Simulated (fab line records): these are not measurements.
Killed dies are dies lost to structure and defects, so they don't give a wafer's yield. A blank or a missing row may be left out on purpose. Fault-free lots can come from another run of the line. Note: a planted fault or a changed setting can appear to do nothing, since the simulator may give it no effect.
fab line records -- flow sky130
[record] lots = 6, wafers = 18, lastDay = 50
route steps=708 shown LI_CONTACT@371 LOCAL_INTERCONNECT@387 PAD_OPEN@708
lots untouched by any fault: they come from a run of this same line in which no faults occurred
startH: hours from the record's opening day to when the first of the lot's shown wafers began -- waitH: hours since the lot's step before -- " same as the row above -- L1.1+2: several wafers, shown together as one row -- - no value, or no start was given -- * or withheld: withheld -- < > ~ a bound
route shown NAME@n: a module of which the file shows steps, and the number in the route of the first -- usual: the fault-free wafers' mean and standard deviation -- same: alike in all rows -- chamber/n: place in a boat -- sites: readings site by site -- _std_site: the values' standard deviation -- _edge_site: mean of outer sites minus mean of inner sites -- radiusMm: how far each site lies from the wafer's centre -- mask NAME#n: copy n -- behind: the tool/chamber that last shaped the wafer -- hold: reason for holding the lot/hours on hold/outcome of the hold -- device: transistor that didn't switch, given as n, p or np -- end of line: the route-end tests of the same wafers -- where a step has no rows: the recipe by itself -- killed: at the first sort, the dies lost to defects and structure; wafer yield is something else -- map: the dies of a wafer, with x for killed, . for not killed, _ for no die there
set.NAME: the setting that was run; set.NAME@STEP: the one run at that earlier step -- model.NAME: the simulator's own value behind a step, which no gauge read
a table for each step, a row for each wafer; lots at some steps of the route
services: from which hour (startH, from the record's first day; less than 0 if before it) a tool's chamber was out of use, for how many hours, and why
[[steps]]
[step SKY_LI_CONTACT_EXPOSE_09]
[recipe] maskId = LICM1, na = 0.8, sourceShape = annular, sigmaInner = 0.55, sigmaOuter = 0.85, targetCdNm = 170, doseMj = 38
[step SKY_LI_CONTACT_PEB_10]
[recipe] pebTempC = withheld, pebTimeS = withheld, resist = KrF-thick
[step SKY_LI_CONTACT_DEVELOP_11]
[recipe] developTimeS = 60, resist = KrF-thick, devTempC = 21
[step SKY_LI_CONTACT_CD_MEAS_12]
[recipe] targetCdNm = 170
[usual] cdNm = 170.1/1.6
lot.wafer,tool,chamber,startH,waitH,cdNm
L553.2,cdSem-01,-,730.76,-,170.6
L553.3,cdSem-01,-,730.76,-,170.9
L553.5,cdSem-01,-,730.76,-,170.6
L559.2,cdSem-01,-,771.58,-,170.4
L559.3,cdSem-01,-,771.58,-,171.6
L559.4,cdSem-01,-,771.58,-,170.8
L560.1,cdSem-02,-,775.21,-,174.6
L560.3,cdSem-02,-,775.21,-,171.7
L560.4,cdSem-02,-,775.21,-,173.0
L563.1,cdSem-01,-,789.96,-,171.6
L563.2,cdSem-01,-,789.96,-,173.8
L563.6,cdSem-01,-,789.96,-,171.7
L564.1,cdSem-02,-,799.33,-,171.8
L564.4,cdSem-02,-,799.33,-,171.6
L564.6,cdSem-02,-,799.33,-,172.9
L571.2,cdSem-01,-,847.71,-,171.1
L571.5,cdSem-01,-,847.71,-,169.3
L571.6,cdSem-01,-,847.71,-,170.2
[step SKY_LI_CONTACT_OVL_MEAS_13]
[usual] LI_CONTACT_OVL = -1/4.9
lot.wafer,tool,chamber,startH,waitH,LI_CONTACT_OVL[nm]
L553.2,overlay-02,-,730.86,0.1,-3
L553.3,overlay-02,-,730.86,0.1,-5
L553.5,overlay-02,-,730.86,0.1,-5
L559.2,overlay-02,-,771.69,0.1,0
L559.3,overlay-02,-,771.69,0.1,-2
L559.4,overlay-02,-,771.69,0.1,2
L560.1,overlay-02,-,775.33,0.1,-4
L560.3,overlay-02,-,775.33,0.1,-2
L560.4,overlay-02,-,775.33,0.1,-3
L563.1,overlay-02,-,790.08,0.1,-2
L563.2,overlay-02,-,790.08,0.1,0
L563.6,overlay-02,-,790.08,0.1,5
L564.1,overlay-01,-,799.45,0.1,-1
L564.4,overlay-01,-,799.45,0.1,-2
L564.6,overlay-01,-,799.45,0.1,-3
L571.2,overlay-01,-,847.81,0.1,2
L571.5,overlay-01,-,847.81,0.1,-3
L571.6,overlay-01,-,847.81,0.1,-1
[step SKY_LI_CONTACT_ETCH_14]
[recipe] chemistry = N2/H2, target = BARC, ionEnergyEv = 200, sourceW = 500, biasW = 100, pressureMtorr = 30, n2FlowSccm = 100, h2FlowSccm = 200, stopOn = SiO2, timeS = 45.9, targetDepthA = 600
[step SKY_LI_CONTACT_ETCH_15]
[recipe] target = PSG, chemistry = C4F8/O2/Ar, stopOn = Si, taperDeg = 4.15, maskMaterial = KrF-thick, sourceW = 1500, biasW = 1200, pressureMtorr = 40, c4f8FlowSccm = withheld, O2_flow_sccm = 6, Ar_flow_sccm = 300, timeS = withheld, targetDepthA = 6000
[usual] oesProductAu = 0.837/0.0045
lot.wafer,tool,chamber,startH,waitH,oesProductAu
L553.2,rieDiel-01,1,730.93,0.0,0.837
L553.3,rieDiel-01,3,730.93,0.0,0.837
L553.5,rieDiel-01,2,730.93,0.0,0.846
L559.2,rieDiel-04,2,771.76,0.0,0.842
L559.3,rieDiel-04,3,771.76,0.0,0.832
L559.4,rieDiel-04,0,771.76,0.0,0.839
L560.1,rieDiel-02,2,775.41,0.0,0.834
L560.3,rieDiel-02,1,775.41,0.0,0.838
L560.4,rieDiel-02,2,775.41,0.0,0.834
L563.1,rieDiel-02,2,790.16,0.0,0.828
L563.2,rieDiel-02,3,790.16,0.0,0.840
L563.6,rieDiel-02,0,790.16,0.0,0.829
L564.1,rieDiel-01,2,799.53,0.0,0.848
L564.4,rieDiel-01,3,799.53,0.0,0.836
L564.6,rieDiel-01,2,799.53,0.0,0.829
L571.2,rieDiel-02,2,847.89,0.0,0.841
L571.5,rieDiel-02,1,847.89,0.0,0.829
L571.6,rieDiel-02,0,847.89,0.0,0.830
[step SKY_LI_CONTACT_STRIP_16]
[recipe] chemistry = O2/N2, powerW = 1400, pressureMtorr = 1500, platenTempC = withheld, o2FlowSccm = 3000, n2FlowSccm = 300, overashFraction = 0.5
[usual] drypumpMotorCurrentA = 5.68/0.25, oesProductAu = 0.376/0.0047, stripTimeToEndpointS = 3.50/0.041
lot.wafer,tool,chamber,startH,waitH,drypumpMotorCurrentA,oesProductAu,rfHoursCounterH,stripTimeToEndpointS
L553.2,plasmaAsher-01,1,731.02,-,5.68,0.375,54,3.52
L553.3,plasmaAsher-01,1,731.02,-,5.67,0.364,-,3.43
L553.5,plasmaAsher-01,0,731.02,-,5.56,0.369,-,3.51
L559.2,plasmaAsher-02,0,771.84,-,5.39,0.370,33,3.47
L559.3,plasmaAsher-02,1,771.84,-,6.06,0.378,-,3.58
L559.4,plasmaAsher-02,0,771.84,-,5.41,0.379,-,3.53
L560.1,plasmaAsher-04,0,775.49,-,5.42,0.372,3,3.47
L560.3,plasmaAsher-04,1,775.49,-,5.92,0.373,-,3.49
L560.4,plasmaAsher-04,0,775.49,-,5.42,0.373,-,3.44
L563.1,plasmaAsher-02,1,790.24,-,6.04,0.365,35,3.46
L563.2,plasmaAsher-02,0,790.24,-,5.41,0.374,35,3.51
L563.6,plasmaAsher-02,1,790.24,-,6.03,0.375,-,3.48
L564.1,plasmaAsher-01,0,799.61,-,5.54,0.381,61,3.52
L564.4,plasmaAsher-01,0,799.61,-,5.55,0.375,-,3.45
L564.6,plasmaAsher-01,1,799.61,-,5.73,0.374,-,3.49
L571.2,plasmaAsher-02,0,847.97,-,5.41,0.372,41,3.48
L571.5,plasmaAsher-02,1,847.97,-,6.04,0.375,-,3.51
L571.6,plasmaAsher-02,0,847.97,-,5.42,0.368,-,3.47
[step SKY_LI_CONTACT_CLEAN_17]
[recipe] chemistry = NMP, timeS = 600, tempC = 60, dry = n2Spin
[step SKY_LI_CONTACT_PRE_CLEAN_18]
[recipe] gas = Ar, timeS = 5.6, biasV = 358
[step SKY_LI_CONTACT_SPUTTER_19]
[recipe] material = Ti, targetThkNm = 20, chamberPressurePa = 5, powerW = 2500, substrateTempC = 200, timeS = 106.37
[usual] throttleValvePct = 30.1/1.3
lot.wafer,tool,chamber,startH,waitH,throttleValvePct
L553.2,pvdSputter-01,-,731.31,0.0,30.0
L553.3,pvdSputter-01,-,731.31,0.0,29.4
L553.5,pvdSputter-01,-,731.31,0.0,29.8
L559.2,pvdSputter-04,-,772.15,0.0,29.2
L559.3,pvdSputter-04,-,772.15,0.0,29.7
L559.4,pvdSputter-04,-,772.15,0.0,30.4
L560.1,pvdSputter-04,-,775.79,0.0,28.0
L560.3,pvdSputter-04,-,775.79,0.0,29.8
L560.4,pvdSputter-04,-,775.79,0.0,29.2
L563.1,pvdSputter-02,-,790.54,0.0,30.5
L563.2,pvdSputter-02,-,790.54,0.0,32.3
L563.6,pvdSputter-02,-,790.54,0.0,32.9
L564.1,pvdSputter-04,-,799.91,0.0,29.8
L564.4,pvdSputter-04,-,799.91,0.0,28.0
L564.6,pvdSputter-04,-,799.91,0.0,30.8
L571.2,pvdSputter-04,-,848.28,0.0,29.4
L571.5,pvdSputter-04,-,848.28,0.0,29.5
L571.6,pvdSputter-04,-,848.28,0.0,30.5
[step SKY_LI_CONTACT_SPUTTER_20]
[recipe] material = TiN, targetThkNm = 20, chamberPressurePa = 5, powerW = 4000, timeS = 80
[usual] throttleValvePct = 30.1/1.3
lot.wafer,tool,chamber,startH,waitH,throttleValvePct
L553.2,pvdSputter-01,-,731.39,0.0,29.7
L553.3,pvdSputter-01,-,731.39,0.0,29.4
L553.5,pvdSputter-01,-,731.39,0.0,29.6
L559.2,pvdSputter-04,-,772.23,0.0,29.3
L559.3,pvdSputter-04,-,772.23,0.0,29.5
L559.4,pvdSputter-04,-,772.23,0.0,30.8
L560.1,pvdSputter-04,-,775.86,0.0,28.2
L560.3,pvdSputter-04,-,775.86,0.0,29.5
L560.4,pvdSputter-04,-,775.86,0.0,29.4
L563.1,pvdSputter-02,-,790.61,0.0,30.3
L563.2,pvdSputter-02,-,790.61,0.0,32.2
L563.6,pvdSputter-02,-,790.61,0.0,33.0
L564.1,pvdSputter-04,-,799.99,0.0,29.6
L564.4,pvdSputter-04,-,799.99,0.0,27.9
L564.6,pvdSputter-04,-,799.99,0.0,31.0
L571.2,pvdSputter-04,-,848.36,0.0,29.6
L571.5,pvdSputter-04,-,848.36,0.0,29.3
L571.6,pvdSputter-04,-,848.36,0.0,30.6
[step SKY_LI_CONTACT_CVD_21]
[recipe] material = W, targetThkNm = 400, timeS = 120.56, tempC = 400, pressureTorr = 40
[usual] chamberPressureTorr = 39.98/0.081, heaterPowerW = 842/44
lot.wafer,tool,chamber,startH,waitH,chamberPressureTorr,heaterPowerW,sinceWetCleanH,model.W_of_LI_CONTACT_CVD_21.thkNm
L553.2,cvdW-01,1,731.45,0.0,40.00,786,327,393.1
L553.3,cvdW-01,0,731.45,0.0,40.08,854,-,397.8
L553.5,cvdW-01,0,731.45,0.0,40.11,862,-,390.5
L559.2,cvdW-02,1,772.29,0.0,21.35,848,868,290.3
L559.3,cvdW-02,1,772.29,0.0,21.43,853,-,284.3
L559.4,cvdW-02,0,772.29,0.0,21.53,868,-,291.7
L560.1,cvdW-02,0,775.93,0.0,21.35,883,872,297.5
L560.3,cvdW-02,0,775.93,0.0,21.36,889,-,299.1
L560.4,cvdW-02,1,775.93,0.0,21.39,882,-,293.2
L563.1,cvdW-01,0,790.68,0.0,40.00,862,387,400.5
L563.2,cvdW-01,1,790.68,0.0,39.91,752,387,399.9
L563.6,cvdW-01,1,790.68,0.0,40.06,774,-,404.9
L564.1,cvdW-01,0,800.05,0.0,40.05,855,396,399.3
L564.4,cvdW-01,1,800.05,0.0,40.08,773,-,398.7
L564.6,cvdW-01,0,800.05,0.0,40.02,870,-,395.2
L571.2,cvdW-02,1,848.42,0.0,40.01,867,944,395.8
L571.5,cvdW-02,0,848.42,0.0,39.99,918,-,399.1
L571.6,cvdW-02,1,848.42,0.0,40.08,873,-,395.6
[step SKY_LI_CONTACT_RS_MEAS_22]
[recipe] thkMeasGauge = four-point-probe, reads = W_of_LI_CONTACT_CVD_21+TiN_of_LI_CONTACT_SPUTTER_20+Ti_of_LI_CONTACT_SPUTTER_19
[usual] LI_CONTACT_W_RS = 0.287/0.0031
lot.wafer,tool,chamber,startH,waitH,LI_CONTACT_W_RS[ohm/sq]
L553.2,filmMetro-03,-,731.60,0.1,0.290
L553.3,filmMetro-03,-,731.60,0.1,0.287
L553.5,filmMetro-03,-,731.60,0.1,0.292
L559.2,filmMetro-03,-,772.44,0.1,0.394
L559.3,filmMetro-03,-,772.44,0.1,0.401
L559.4,filmMetro-03,-,772.44,0.1,0.391
L560.1,filmMetro-04,-,776.05,0.1,0.384
L560.3,filmMetro-04,-,776.05,0.1,0.382
L560.4,filmMetro-04,-,776.05,0.1,0.390
L563.1,filmMetro-04,-,790.81,0.1,0.285
L563.2,filmMetro-04,-,790.81,0.1,0.285
L563.6,filmMetro-04,-,790.81,0.1,0.282
L564.1,filmMetro-02,-,800.17,0.1,0.286
L564.4,filmMetro-02,-,800.17,0.1,0.285
L564.6,filmMetro-02,-,800.17,0.1,0.289
L571.2,filmMetro-04,-,848.56,0.1,0.289
L571.5,filmMetro-04,-,848.56,0.1,0.287
L571.6,filmMetro-04,-,848.56,0.1,0.288
[step SKY_LI_CONTACT_THK_MEAS_23]
[recipe] thkMeasGauge = xrf, reads = W_of_LI_CONTACT_CVD_21
[usual] LI_CONTACT_W_THK = 406/5.9
lot.wafer,tool,chamber,startH,waitH,LI_CONTACT_W_THK[nm]
L553.2,filmMetro-03,-,731.71,0.1,401
L553.3,filmMetro-03,-,731.71,0.1,407
L553.5,filmMetro-03,-,731.71,0.1,398
L559.2,filmMetro-03,-,772.55,0.1,294
L559.3,filmMetro-03,-,772.55,0.1,286
L559.4,filmMetro-03,-,772.55,0.1,294
L560.1,filmMetro-04,-,776.17,0.1,304
L560.3,filmMetro-04,-,776.17,0.1,306
L560.4,filmMetro-04,-,776.17,0.1,298
L563.1,filmMetro-04,-,790.93,0.1,412
L563.2,filmMetro-04,-,790.93,0.1,411
L563.6,filmMetro-04,-,790.93,0.1,416
L564.1,filmMetro-02,-,800.29,0.1,411
L564.4,filmMetro-02,-,800.29,0.1,411
L564.6,filmMetro-02,-,800.29,0.1,406
L571.2,filmMetro-04,-,848.67,0.1,404
L571.5,filmMetro-04,-,848.67,0.1,407
L571.6,filmMetro-04,-,848.67,0.1,404
[step SKY_LI_CONTACT_CMP_24]
[recipe] stopOn = PSG, tOverpolishS = 20, downForcePsi = 3.5, platenRpm = 60, targetThkNm = 0, padVelocityMS = 0.94248
[usual] motorCurrentA = 10.9/1.1, platenRpm = 60.00/0.036, timeToEndpointS = 96/4.9
lot.wafer,tool,chamber,startH,waitH,motorCurrentA,platenRpm,timeToEndpointS
L553.3,cmp-02,0,731.86,0.1,10.7,60.05,105
L553.2,cmp-02,1,731.86,0.1,10.9,59.99,86
L553.5,cmp-02,2,731.86,0.1,12.1,60.00,91
L559.3,cmp-02,2,772.60,0.0,13.0,60.04,66
L559.4,cmp-02,3,772.60,0.0,12.4,59.99,68
L559.2,cmp-02,1,772.60,0.0,10.4,60.08,64
L560.4,cmp-02,2,776.46,0.2,12.1,60.02,67
L560.1,cmp-02,0,776.46,0.2,10.8,59.98,76
L560.3,cmp-02,1,776.46,0.2,10.4,59.98,65
L563.1,cmp-02,2,791.09,0.1,13.4,59.97,95
L563.2,cmp-02,3,791.09,0.1,12.0,60.03,96
L563.6,cmp-02,0,791.09,0.1,10.3,60.00,106
L564.4,cmp-01,0,800.35,0.0,9.4,59.95,100
L564.1,cmp-01,3,800.35,0.0,10.4,59.97,93
L564.6,cmp-01,0,800.35,0.0,9.7,59.97,97
L571.2,cmp-02,3,848.87,0.2,12.8,60.02,95
L571.6,cmp-02,0,848.87,0.2,10.6,60.00,100
L571.5,cmp-02,1,848.87,0.2,10.7,60.00,90
[step SKY_LOCAL_INTERCONNECT_SPUTTER_00]
[recipe] material = TiN, targetThkNm = 100, tempC = 300, powerW = 6500, timeS = 83.3, chamberPressurePa = 0.4
[usual] throttleValvePct = 29.6/0.84
lot.wafer,tool,chamber,startH,waitH,throttleValvePct
L553.2,pvdSputter-04,-,732.06,0.1,30.5
L553.3,pvdSputter-04,-,732.06,0.1,29.5
L553.5,pvdSputter-04,-,732.06,0.1,29.3
L559.2,pvdSputter-03,-,772.90,0.1,30.2
L559.3,pvdSputter-03,-,772.90,0.1,28.3
L559.4,pvdSputter-03,-,772.90,0.1,29.2
L560.1,pvdSputter-03,-,776.76,0.1,29.2
L560.3,pvdSputter-03,-,776.76,0.1,27.8
L560.4,pvdSputter-03,-,776.76,0.1,30.2
L563.1,pvdSputter-04,-,791.29,0.1,28.1
L563.2,pvdSputter-04,-,791.29,0.1,29.2
L563.6,pvdSputter-04,-,791.29,0.1,28.0
L564.1,pvdSputter-01,-,800.65,0.1,30.3
L564.4,pvdSputter-01,-,800.65,0.1,29.6
L564.6,pvdSputter-01,-,800.65,0.1,30.0
L571.2,pvdSputter-03,-,849.02,0.1,28.2
L571.5,pvdSputter-03,-,849.02,0.1,29.1
L571.6,pvdSputter-03,-,849.02,0.1,30.4
[step SKY_PAD_OPEN_PROBE_99]
[usual] killed_at_M0_to_M3 = 43/6.1, killed_at_M4_up = 3.5/2, killedAtContacts = 25/5.1, killedAtFrontEnd = 14/4.2, killedAtOther = 0.3/0.55, killedDies = 86/8.3, killedOpen = 46/7.2, killedShort = 39/6
[same] grossDies = 492, killedAtBackSide = 0
lot.wafer,tool,chamber,startH,waitH,killed_at_M0_to_M3,killed_at_M4_up,killedAtContacts,killedAtFrontEnd,killedAtOther,killedDies,killedOpen,killedShort
L553.2,prober-01,-,1115.38,0.1,45,7,15,14,2,83,43,38
L553.3,prober-01,-,1115.43,0.2,38,4,24,17,1,84,43,39
L553.5,prober-01,-,1115.53,0.2,42,5,25,17,0,89,47,41
L559.2,prober-01,-,1145.90,0.1,44,2,19,12,0,77,45,31
L559.3,prober-01,-,1145.95,0.2,58,2,24,14,0,98,55,42
L559.4,prober-01,-,1146.00,0.2,45,7,24,15,0,91,53,37
L560.1,prober-02,-,1145.98,0.1,40,5,34,14,1,94,46,45
L560.3,prober-02,-,1146.08,0.2,47,2,26,11,0,86,55,30
L560.4,prober-02,-,1146.13,0.2,37,0,26,8,1,72,41,31
L563.1,prober-01,-,1156.98,0.1,37,5,26,25,1,94,50,44
L563.2,prober-01,-,1157.03,0.1,43,2,29,20,1,95,53,41
L563.6,prober-01,-,1157.23,0.2,52,3,24,10,0,89,46,43
L564.1,prober-02,-,1162.79,0.1,36,5,37,11,0,89,49,40
L564.4,prober-02,-,1162.94,0.2,45,2,23,9,0,79,49,30
L564.6,prober-02,-,1163.04,0.2,51,2,27,17,1,98,62,36
L571.2,prober-02,-,1195.10,0.1,49,2,20,17,0,88,52,36
L571.5,prober-02,-,1195.25,0.2,43,2,24,20,3,92,51,41
L571.6,prober-02,-,1195.30,0.2,47,2,23,20,0,92,54,38
// killed by level:class
L553.2 VIA1:geometricParticle:open=14 METAL2:geometricParticle:short=10 LI_CONTACT:geometricParticle:open=5 VIA2:geometricParticle:open=5 FIELD_ISO:geometricParticle:short=4 FIELD_ISO:geometricParticle:open=4 METAL4:geometricParticle:short=4 CONTACT:geometricParticle:short=4
L553.3 VIA3:geometricParticle:open=9 LI_CONTACT:geometricParticle:open=8 VIA1:geometricParticle:open=7 CONTACT:geometricParticle:open=7 CONTACT:geometricParticle:short=5 VIA3:geometricParticle:short=5 METAL2:geometricParticle:short=5 METAL4:geometricParticle:short=4
L553.5 VIA1:geometricParticle:open=13 METAL1:geometricParticle:short=8 POLY_GATE:geometricParticle:open=7 METAL2:geometricParticle:short=7 LI_CONTACT:geometricParticle:open=6 CONTACT:geometricParticle:open=6 CONTACT:geometricParticle:short=5 METAL4:geometricParticle:short=5
L559.2 CONTACT:geometricParticle:open=11 METAL1:geometricParticle:short=9 VIA2:geometricParticle:open=9 METAL2:geometricParticle:short=7 VIA1:geometricParticle:open=6 POLY_GATE:geometricParticle:open=5 VIA3:geometricParticle:open=4 POLY_GATE:geometricParticle:short=3
L559.3 VIA1:geometricParticle:open=15 CONTACT:geometricParticle:open=9 VIA2:geometricParticle:open=8 LI_CONTACT:geometricParticle:open=7 METAL2:geometricParticle:short=7 METAL1:geometricParticle:short=5 METAL1:geometricParticle:open=5 POLY_GATE:geometricParticle:short=4
L560.1 VIA1:geometricParticle:open=12 LI_CONTACT:geometricParticle:short=9 LI_CONTACT:geometricParticle:open=7 CONTACT:geometricParticle:open=7 CONTACT:geometricParticle:short=6 METAL1:geometricParticle:short=6 VIA3:geometricParticle:open=5 FIELD_ISO:geometricParticle:short=4
L559.4 VIA1:geometricParticle:open=17 CONTACT:geometricParticle:open=11 METAL1:geometricParticle:short=7 LI_CONTACT:geometricParticle:open=6 VIA3:geometricParticle:open=6 METAL4:geometricParticle:short=5 FIELD_ISO:geometricParticle:open=4 SPACER:geometricParticle:short=4
L560.3 VIA1:geometricParticle:open=14 LI_CONTACT:geometricParticle:open=11 CONTACT:geometricParticle:open=8 VIA3:geometricParticle:open=6 LOCAL_INTERCONNECT:geometricParticle:short=5 METAL2:geometricParticle:short=5 METAL1:geometricParticle:open=4 VIA2:geometricParticle:open=4
L560.4 VIA2:geometricParticle:open=9 VIA1:geometricParticle:open=8 LI_CONTACT:geometricParticle:open=8 CONTACT:geometricParticle:open=7 LOCAL_INTERCONNECT:geometricParticle:short=5 METAL2:geometricParticle:short=5 VIA3:geometricParticle:open=5 CONTACT:geometricParticle:short=4
L563.1 LI_CONTACT:geometricParticle:open=13 CONTACT:geometricParticle:open=8 FIELD_ISO:geometricParticle:short=7 FIELD_ISO:geometricParticle:open=6 POLY_GATE:geometricParticle:open=6 VIA1:geometricParticle:open=6 VIA2:geometricParticle:short=6 POLY_GATE:geometricParticle:short=5
L563.2 VIA1:geometricParticle:open=12 CONTACT:geometricParticle:open=12 LI_CONTACT:geometricParticle:open=8 FIELD_ISO:geometricParticle:open=5 POLY_GATE:geometricParticle:short=5 METAL2:geometricParticle:short=5 VIA3:geometricParticle:open=4 LI_CONTACT:geometricParticle:short=4
L563.6 VIA2:geometricParticle:open=11 VIA1:geometricParticle:open=10 CONTACT:geometricParticle:open=10 CONTACT:geometricParticle:short=7 METAL1:geometricParticle:short=6 VIA3:geometricParticle:short=6 VIA1:geometricParticle:short=5 VIA3:geometricParticle:open=4
L564.1 CONTACT:geometricParticle:open=11 VIA1:geometricParticle:open=9 LOCAL_INTERCONNECT:geometricParticle:short=8 CONTACT:geometricParticle:short=8 VIA3:geometricParticle:open=8 LI_CONTACT:geometricParticle:open=6 METAL2:geometricParticle:short=6 VIA2:geometricParticle:open=5
L564.4 VIA1:geometricParticle:open=13 LI_CONTACT:geometricParticle:open=10 VIA3:geometricParticle:open=7 VIA2:geometricParticle:short=4 CONTACT:geometricParticle:short=4 CONTACT:geometricParticle:open=4 METAL1:geometricParticle:short=4 VIA2:geometricParticle:open=4
L564.6 LI_CONTACT:geometricParticle:open=14 VIA3:geometricParticle:open=10 CONTACT:geometricParticle:open=7 METAL2:geometricParticle:short=7 VIA2:geometricParticle:open=7 POLY_GATE:geometricParticle:open=6 VIA1:geometricParticle:open=6 METAL3:geometricParticle:short=6
L571.2 VIA1:geometricParticle:open=12 VIA2:geometricParticle:open=12 VIA3:geometricParticle:open=9 POLY_GATE:geometricParticle:short=6 CONTACT:geometricParticle:short=6 METAL1:geometricParticle:short=6 METAL2:geometricParticle:short=6 CONTACT:geometricParticle:open=5
L571.5 VIA3:geometricParticle:open=12 CONTACT:geometricParticle:open=12 VIA1:geometricParticle:open=10 METAL1:geometricParticle:short=8 POLY_GATE:geometricParticle:short=6 POLY_GATE:geometricParticle:open=6 LI_CONTACT:geometricParticle:open=4 CONTACT:geometricParticle:short=4
L571.6 LI_CONTACT:geometricParticle:open=12 VIA1:geometricParticle:open=12 VIA2:geometricParticle:open=8 CONTACT:geometricParticle:open=7 VIA1:geometricParticle:short=7 METAL1:geometricParticle:short=6 FIELD_ISO:geometricParticle:short=5 POLY_GATE:geometricParticle:open=5
[[services]]
tool,chamber,startH,hours,kind
cvdW-01,-,709.46,2.8,pm
cmp-02,-,712.64,2.3,repair
rieDiel-04,1,720.27,23.7,repair
plasmaAsher-04,-,733.75,9.0,pm
pvdSputter-04,-,740.27,6.1,repair
cmp-02,-,741.82,1.8,repair
cvdW-02,-,743.51,6.0,pm
cmp-01,-,744.25,4.0,pm
cmp-01,-,748.25,4.5,pm
cvdW-02,1,752.00,4.6,repair
cmp-02,-,758.89,4.4,pm
rieDiel-02,0,759.90,17.1,repair
cmp-01,-,763.07,1.6,repair
rieDiel-02,-,763.51,2.8,pm
rieDiel-01,3,773.08,4.9,repair
pvdSputter-02,-,796.10,2.3,repair
cmp-02,-,797.44,2.2,repair
rieDiel-01,1,798.09,1.6,repair
cmp-02,-,800.26,9.4,pm
pvdSputter-01,-,802.79,0.7,repair
rieDiel-01,1,821.56,3.4,repair
rieDiel-02,2,830.30,5.9,repair
rieDiel-01,-,838.49,2.8,pm
rieDiel-01,-,841.29,0.9,repair
[[key]]
[firstSign] step = SKY_LI_CONTACT_CVD_21, reading = chamberPressureTorr, direction = down, sigmas = 99+, usual = 39.98, struck = 21.40
[effect] step = SKY_LI_CONTACT_RS_MEAS_22, reading = LI_CONTACT_W_RS, direction = up, sigmas = 33, usual = 0.287, struck = 0.390
[effect] step = SKY_LI_CONTACT_THK_MEAS_23, reading = LI_CONTACT_W_THK, direction = down, sigmas = 18, usual = 406, struck = 297
[effect] step = SKY_LI_CONTACT_CMP_24, reading = timeToEndpointS, direction = down, sigmas = 5.8, usual = *, struck = *
[modelEffect] step = SKY_LI_CONTACT_CVD_21, value = W_of_LI_CONTACT_CVD_21.thkNm, without = 399.3, struck = 292.7
metAt SKY_LI_CONTACT_CVD_21
struckWafers L559.2,L559.3,L559.4,L560.1,L560.3,L560.4
testerLeftOut L559,L560
[fault] kind = processParameterDrift, tool = cvdW-02, chamber = -, onsetH = 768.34, steps = SKY_LI_CONTACT_CVD_21, channel = pressureTorr, offset = -18.583, shape = step, endH = 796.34, actsIn = theseRecipesOnly, stated = 40
// testerLeftOut: of these lots the tester's yield and bins aren't shown, on N5 and GAA mostly nor the transistor test; their killed dies are dies lost to structure and defects alone, not to doping, threshold or leakage, so they don't give the yield
